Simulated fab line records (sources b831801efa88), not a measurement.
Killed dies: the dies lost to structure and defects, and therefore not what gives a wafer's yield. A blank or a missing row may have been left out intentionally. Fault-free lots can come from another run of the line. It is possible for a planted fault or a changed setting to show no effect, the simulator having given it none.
Which tool was responsible? / flow sky130 / 6 lots with 18 wafers sampled at 2 steps, on a route of 708 steps

WHAT THE GAUGES SHOWED, per wafer
SKY_LI_CONTACT_RS_MEAS_22: a four-point-probe measurement.
lot=L145; measured=day 29 15:37; on=film metro-03; LI_CONTACT_W_RS (ohm/sq)=0.283 0.283 0.278
lot=L148; measured=day 30 21:19; on=film metro-03; LI_CONTACT_W_RS (ohm/sq)=0.288 0.284 0.290
lot=L154; measured=day 32 13:45; on=film metro-03; LI_CONTACT_W_RS (ohm/sq)=0.286 0.288 0.289
lot=L157; measured=day 33 16:22; on=film metro-04; LI_CONTACT_W_RS (ohm/sq)=0.284 0.289 0.280
lot=L162; measured=day 35 11:54; on=film metro-04; LI_CONTACT_W_RS (ohm/sq)=0.278 0.284 0.281
lot=L164; measured=day 35 19:04; on=film metro-03; LI_CONTACT_W_RS (ohm/sq)=0.289 0.287 0.288

EACH LOT AND THE TOOL THAT RAN IT (in order: tool; ch and the chambers of the sampled wafers; start)
lot=L145; SKY_LDD_N_IMPLANT_14=implanter-02 ch 0, day 18 02:56
lot=L148; SKY_LDD_N_IMPLANT_14=implanter-02 ch 0, day 19 14:49
lot=L154; SKY_LDD_N_IMPLANT_14=implanter-03 ch 0, day 21 08:38
lot=L157; SKY_LDD_N_IMPLANT_14=implanter-03 ch 0, day 22 16:08
lot=L162; SKY_LDD_N_IMPLANT_14=implanter-03 ch 0, day 24 19:01
lot=L164; SKY_LDD_N_IMPLANT_14=implanter-02 ch 0, day 25 03:16
- SKY_LDD_N_IMPLANT_14

THE ANSWER, worked out from the rows above alone
Rule: the usual values come from the lots themselves. Put in order of their means at a reading, lots are off if they are a third of the lots or fewer, leave a main group of 4 or more, and stand apart from it by a gap of 3 or more times the standard deviation of the main group's means; of several such gaps the widest counts. A main group whose means are all the same, to the digits that the tables above print for the reading, isn't used. A lot without any number at a reading at which 4 lots or more have one is off too. Any other lot the step has rows for is counted as sound.
Nothing can be told from this: no lot is off at any reading shown.

WHAT THE SIMULATOR HAD INSERTED
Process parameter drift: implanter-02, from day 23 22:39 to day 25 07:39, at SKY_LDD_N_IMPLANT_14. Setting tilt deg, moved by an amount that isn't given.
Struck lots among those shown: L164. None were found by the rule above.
